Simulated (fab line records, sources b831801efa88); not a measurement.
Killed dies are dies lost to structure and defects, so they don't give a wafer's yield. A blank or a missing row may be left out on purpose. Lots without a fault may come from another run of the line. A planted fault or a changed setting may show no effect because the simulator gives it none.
One fault seen from 2 desks | flow gf180mcu | each desk has only its own numbers; what lay behind them comes last

THE METROLOGY DESK
What the gauges read, lot by lot, whatever tool the lot ran on: means of the sampled wafers that have a number. A lot is out of limits, marked OUT, if its mean lies more than 4 standard deviations from the usual mean; the brackets give that distance.
Columns: A = V4_CVD_00_THK at GF_V4_THK_MEAS_01, usual 599 nm; B = V4_CVD_02_THK at GF_V4_THK_MEAS_03, usual 863 nm; C = V4_BOW at GF_V4_BOW_MEAS_05, usual 136 um; D = cd_nm at GF_V4_CD_MEAS_14, usual 260.1 nm
lot  | first seen here | A   | B   | C   | D
L383 | day 25 02:37    | 599 | 866 | 144 | 259.2
L389 | day 27 01:38    | 608 | 866 | 139 | 259.5
L390 | day 27 06:32    | 601 | 868 | 153 | 261.7
L391 | day 27 12:58    | 602 | 858 | 143 | 259.5
L398 | day 29 19:13    | 592 | 857 | 138 | 259.5
L399 | day 29 23:56    | 604 | 863 | 141 | 258.7
This desk's finding: nothing out of limits on any of the 6 lots.

THE TOOL OWNER'S DESK: litho_track-01
The tool's own readings at GF_V4_COAT_09 (resist thk 1000 nm): means of the sampled wafers that have a number, for each lot that ran on this tool. A lot is out of limits, marked OUT, if its mean lies more than 4 standard deviations from the usual mean; the brackets give that distance.
Columns: A = chill_plate_temp_C at GF_V4_COAT_09, usual 22.97 C
lot  | first seen here | A
L389 | day 27 12:00    | 23.09
L390 | day 27 17:00    | 23.17
L399 | day 30 09:00    | 22.94
This desk's finding: nothing out of limits on any of the 3 lots.

PUT TOGETHER
The metrology desk saw nothing out of limits.
The tool owner's desk saw nothing out of limits.

WHAT THE SIMULATOR HAD PUT IN
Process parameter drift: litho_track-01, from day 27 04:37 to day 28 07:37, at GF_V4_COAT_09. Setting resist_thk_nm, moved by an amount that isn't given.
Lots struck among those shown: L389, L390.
